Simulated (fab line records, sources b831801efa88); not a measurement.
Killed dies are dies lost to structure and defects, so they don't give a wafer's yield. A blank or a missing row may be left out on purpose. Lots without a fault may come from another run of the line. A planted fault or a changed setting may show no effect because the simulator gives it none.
Which tool did it? | flow sky130 | 13 lots, 39 wafers sampled, at 6 steps of a route of 708

WHAT THE GAUGES READ, wafer by wafer
SKY_FIELD_ISO_THK_MEAS_04. Usual: FIELD_ISO_CVD_03_THK 149.0 nm, standard deviation 1.4.
lot  | measured    | on            | FIELD_ISO_CVD_03_THK (nm) | flag
L351 | day 1 13:29 | film_metro-02 | 146.4 148.6 146.4         |
L353 | day 1 23:29 | film_metro-03 | 147.1 147.8 146.8         |
L354 | day 2 05:32 | film_metro-03 | 148.0 149.3 147.8         |
L356 | day 2 21:23 | film_metro-02 | 148.9 148.6 147.4         |
L358 | day 3 03:59 | film_metro-03 | 146.8 145.8 145.5         |
L359 | day 3 08:11 | film_metro-02 | 146.5 146.9 146.1         |
L364 | day 4 06:37 | film_metro-02 | 149.8 149.8 151.7         |
L366 | day 4 16:39 | film_metro-02 | 149.4 148.6 148.7         |
L367 | day 4 22:27 | film_metro-02 | 149.6 150.2 150.6         |
L368 | day 5 04:17 | film_metro-02 | 148.9 149.6 148.3         |
L369 | day 5 07:29 | film_metro-02 | 148.0 149.1 148.3         |
L370 | day 5 14:47 | film_metro-01 | 151.3 151.4 150.1         |
L373 | day 6 04:28 | film_metro-01 | 149.2 150.0 151.6         |

SKY_FIELD_ISO_THK_MEAS_25. Usual: FIELD_ISO_CVD_24_THK 594 nm, standard deviation 7.1.
lot  | measured    | on            | FIELD_ISO_CVD_24_THK (nm) | flag
L351 | day 2 05:34 | film_metro-01 | 586 601 590               |
L353 | day 2 16:05 | film_metro-02 | 586 589 598               |
L354 | day 2 22:56 | film_metro-02 | 598 591 589               |
L356 | day 3 15:26 | film_metro-02 | 600 589 594               |
L358 | day 4 00:10 | film_metro-03 | 590 596 595               |
L359 | day 4 03:23 | film_metro-02 | 596 593 602               |
L364 | day 5 04:13 | film_metro-03 | 885 602 593               | OFF
L366 | day 5 12:45 | film_metro-03 | 608 606 894               | OFF
L367 | day 5 19:20 | film_metro-01 | 598 595 876               | OFF
L368 | day 6 01:19 | film_metro-02 | 589 588 590               |
L369 | day 6 05:29 | film_metro-01 | 590 582 592               |
L370 | day 6 12:13 | film_metro-02 | 588 595 598               |
L373 | day 7 01:47 | film_metro-03 | 586 582 590               |

SKY_PWDE_OVL_MEAS_07. Usual: PWDE_OVL -0.6 nm, standard deviation 1.3.
lot  | measured    | on         | PWDE_OVL (nm)  | flag
L351 | day 3 17:01 | overlay-01 | -2.7 -2.0 -2.4 |
L353 | day 4 06:16 | overlay-01 | -1.5 -0.1 -1.1 |
L354 | day 4 13:28 | overlay-01 | -0.1 -0.2 -1.5 |
L356 | day 5 07:40 | overlay-02 | -1.6 -0.7 -0.7 |
L358 | day 5 16:04 | overlay-01 | -0.7 0.5 -1.0  |
L359 | day 5 20:13 | overlay-02 | -0.2 0.6 0.9   |
L364 | day 6 22:40 | overlay-01 | -1.6 -0.2 -1.2 |
L366 | day 7 09:13 | overlay-02 | -1.3 -2.7 -2.1 |
L367 | day 7 14:34 | overlay-02 | -0.1 1.5 0.4   |
L368 | day 7 21:10 | overlay-02 | 0.5 0.1 -2.1   |
L369 | day 8 01:01 | overlay-02 | -1.4 0.0 0.3   |
L370 | day 8 09:43 | overlay-02 | -1.9 -0.9 -1.4 |
L373 | day 8 21:49 | overlay-01 | -2.5 -2.2 0.5  |

SKY_NWELL_TW_MEAS_15. Usual: NWELL_TW 1818, standard deviation 10.
lot  | measured    | on            | NWELL_TW       | flag
L351 | day 4 10:19 | film_metro-03 | 1823 1821 1808 |
L353 | day 5 00:44 | film_metro-01 | 1822 1833 1835 |
L354 | day 5 07:52 | film_metro-01 | 1829 1830 1839 |
L356 | day 6 03:49 | film_metro-04 | 1816 1807 1814 |
L358 | day 6 11:43 | film_metro-03 | 1825 1825 1825 |
L359 | day 6 15:49 | film_metro-03 | 1817 1822 1812 |
L364 | day 7 18:54 | film_metro-01 | 1802 1814 1808 |
L366 | day 8 06:36 | film_metro-01 | 1807 1823 1814 |
L367 | day 8 11:37 | film_metro-03 | 1820 1808 1816 |
L368 | day 8 17:49 | film_metro-03 | 1815 1826 1823 |
L369 | day 8 22:11 | film_metro-01 | 1823 1826 1818 |
L370 | day 9 06:56 | film_metro-03 | 1837 1841 1835 |
L373 | day 9 19:12 | film_metro-04 | 1800 1808 1805 |

WHICH TOOL RAN EACH LOT (tool, then ch and the chambers of the sampled wafers, then the start)
lot  | SKY_FIELD_ISO_CVD_24            | SKY_FIELD_ISO_CMP_27
L351 | hdpcvd-02 ch 1,2, day 2 05:28   | cmp-02 ch 0,1,2, day 2 07:16
L353 | hdpcvd-02 ch 1,2, day 2 16:01   | cmp-02 ch 0,2,3, day 2 18:59
L354 | hdpcvd-01 ch 0,1,2, day 2 22:52 | cmp-01 ch 0,1,2, day 3 01:44
L356 | hdpcvd-01 ch 0,2, day 3 15:22   | cmp-01 ch 0,2,3, day 3 17:25
L358 | hdpcvd-01 ch 0,1,2, day 4 00:05 | cmp-02 ch 0,1,2, day 4 02:02
L359 | hdpcvd-01 ch 0,1,2, day 4 03:19 | cmp-01 ch 1,2,3, day 4 05:59
L364 | hdpcvd-02 ch 0,1,2, day 5 04:09 | cmp-02 ch 0,3, day 5 06:23
L366 | hdpcvd-02 ch 0,1,2, day 5 12:41 | cmp-02 ch 1,3, day 5 14:22
L367 | hdpcvd-02 ch 0,1,2, day 5 19:14 | cmp-01 ch 0,1,3, day 5 22:16
L368 | hdpcvd-01 ch 1,2, day 6 01:14   | cmp-01 ch 0,1,2, day 6 04:16
L369 | hdpcvd-01 ch 0,1, day 6 05:24   | cmp-01 ch 0,2,3, day 6 08:14
L370 | hdpcvd-01 ch 0,2, day 6 12:07   | cmp-02 ch 0,1,2, day 6 15:05
L373 | hdpcvd-01 ch 0,1,2, day 7 01:43 | cmp-01 ch 1,2,3, day 7 04:29
- SKY_FIELD_ISO_CVD_24: deposits SiO2, target thk 595 nm, time 99.2 s.
- SKY_FIELD_ISO_CMP_27: polishes, stops on Si3N4, t overpolish 16 s, target thk 457.8 nm.

WHAT THE TOOLS THEMSELVES READ (means of the sampled wafers that have a number; where no wafer has one, the mark that the record gives instead)
SKY_FIELD_ISO_CMP_27. Usual: motor_current_A 11.6 A, standard deviation 1.2; time_to_endpoint_s 112 s, standard deviation 3.5.
lot  | tool   | motor_current_A (A) | time_to_endpoint_s (s) | flag
L351 | cmp-02 | 11.0                | 116                    |
L353 | cmp-02 | 11.2                | 116                    |
L354 | cmp-01 | 11.8                | 110                    |
L356 | cmp-01 | 11.9                | 112                    |
L358 | cmp-02 | 11.1                | 109                    |
L359 | cmp-01 | 12.7                | 114                    |
L364 | cmp-02 | 11.4                | 133                    | OFF
L366 | cmp-02 | 11.2                | 126                    | OFF
L367 | cmp-01 | 12.8                | 131                    | OFF
L368 | cmp-01 | 11.5                | 108                    |
L369 | cmp-01 | 11.4                | 110                    |
L370 | cmp-02 | 11.0                | 111                    |
L373 | cmp-01 | 12.5                | 111                    |

THE ANSWER, worked out from the rows above alone
Rule: a lot is off if the mean of its wafers that have a number lies more than 3 standard deviations from the usual mean. A lot without any number at a reading at which 4 lots or more have one is off too. The other lots that the step has rows for count as sound. The gauges are gone through in route order, then the tools' own readings, and for those a lot's mean is taken as printed above. The first step at which some lot is off is used, and at that step the reading that is off furthest; a lot without a number counts as furthest.
Off: L364, L366, L367, at SKY_FIELD_ISO_THK_MEAS_25 (FIELD_ISO_CVD_24_THK).
A tool fits if, at a process step before that reading, it ran every lot that is off, and no sound lot after the first of them. The gauges at SKY_FIELD_ISO_THK_MEAS_25 aren't tried: what is off there is off at SKY_FIELD_ISO_CMP_27 too, on other tools, and a gauge's error can't cause that. One fits: hdpcvd-02 at SKY_FIELD_ISO_CVD_24. Its last sound lot is L353 (day 2 16:01), its first lot that is off L364 (day 5 04:09): a fault that began between those two fits.

WHAT THE SIMULATOR HAD PUT IN
Process parameter drift: hdpcvd-02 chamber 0, from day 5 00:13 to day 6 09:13, at SKY_FIELD_ISO_CVD_24. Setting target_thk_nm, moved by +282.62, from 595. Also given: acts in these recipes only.
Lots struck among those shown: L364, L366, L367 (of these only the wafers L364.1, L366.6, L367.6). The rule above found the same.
